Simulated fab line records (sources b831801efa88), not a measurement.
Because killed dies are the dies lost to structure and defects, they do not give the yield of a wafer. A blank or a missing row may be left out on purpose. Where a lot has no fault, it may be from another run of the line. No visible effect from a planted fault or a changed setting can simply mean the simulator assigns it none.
The tool behind it: which one? / flow sky130 / 18 wafers from 6 lots sampled at 2 of the route's 708 steps

WHAT THE GAUGES READ, wafer by wafer
SKY_CONTACT_THK_MEAS_01.
lot=L352; measured=day 31 01:44; on=film-metro-02; CONTACT_CVD_00_THK (nm)=73.8 73.9 75.9
lot=L359; measured=day 32 23:30; on=film-metro-04; CONTACT_CVD_00_THK (nm)=74.8 76.7 75.9
lot=L361; measured=day 33 16:47; on=film-metro-02; CONTACT_CVD_00_THK (nm)=75.7 76.2 75.0
lot=L367; measured=day 35 07:04; on=film-metro-04; CONTACT_CVD_00_THK (nm)=74.0 75.6 75.8
lot=L371; measured=day 36 14:42; on=film-metro-02; CONTACT_CVD_00_THK (nm)=75.2 75.6 76.0
lot=L373; measured=day 37 10:32; on=film-metro-03; CONTACT_CVD_00_THK (nm)=75.1 74.7 74.9

WHICH TOOL RAN EACH LOT (tool, then ch and the chambers of the sampled wafers, then the start)
lot=L352; SKY_CONTACT_CVD_00=pecvd-03 ch 0,2, day 31 01:42
lot=L359; SKY_CONTACT_CVD_00=pecvd-03 ch 1,2, day 32 23:28
lot=L361; SKY_CONTACT_CVD_00=pecvd-04 ch 0,1,2, day 33 16:44
lot=L367; SKY_CONTACT_CVD_00=pecvd-02 ch 0,2, day 35 07:01
lot=L371; SKY_CONTACT_CVD_00=pecvd-04 ch 0,2, day 36 14:40
lot=L373; SKY_CONTACT_CVD_00=pecvd-03 ch 0,1,2, day 37 10:30
- SKY_CONTACT_CVD_00: deposits Si3N4, target thk 75 nm.

THE ANSWER, worked out from the rows above alone
Rule: the lots themselves supply what counts as usual. Put in order of their means at a reading, lots are off if they are a third of the lots or fewer, leave a main group of 4 or more, and stand apart from it by a gap of 3 or more times the standard deviation of the main group's means; of several such gaps the widest counts. A main group whose means are all the same, to the digits that the tables above print for the reading, isn't used. Also off: a lot with no number at a reading for which 4 or more lots have one. Where the step has rows for the other lots, those lots are counted as sound.
Across all readings shown, no lot is off: no conclusion can be drawn from this.

WHAT WAS PUT IN BY THE SIMULATOR
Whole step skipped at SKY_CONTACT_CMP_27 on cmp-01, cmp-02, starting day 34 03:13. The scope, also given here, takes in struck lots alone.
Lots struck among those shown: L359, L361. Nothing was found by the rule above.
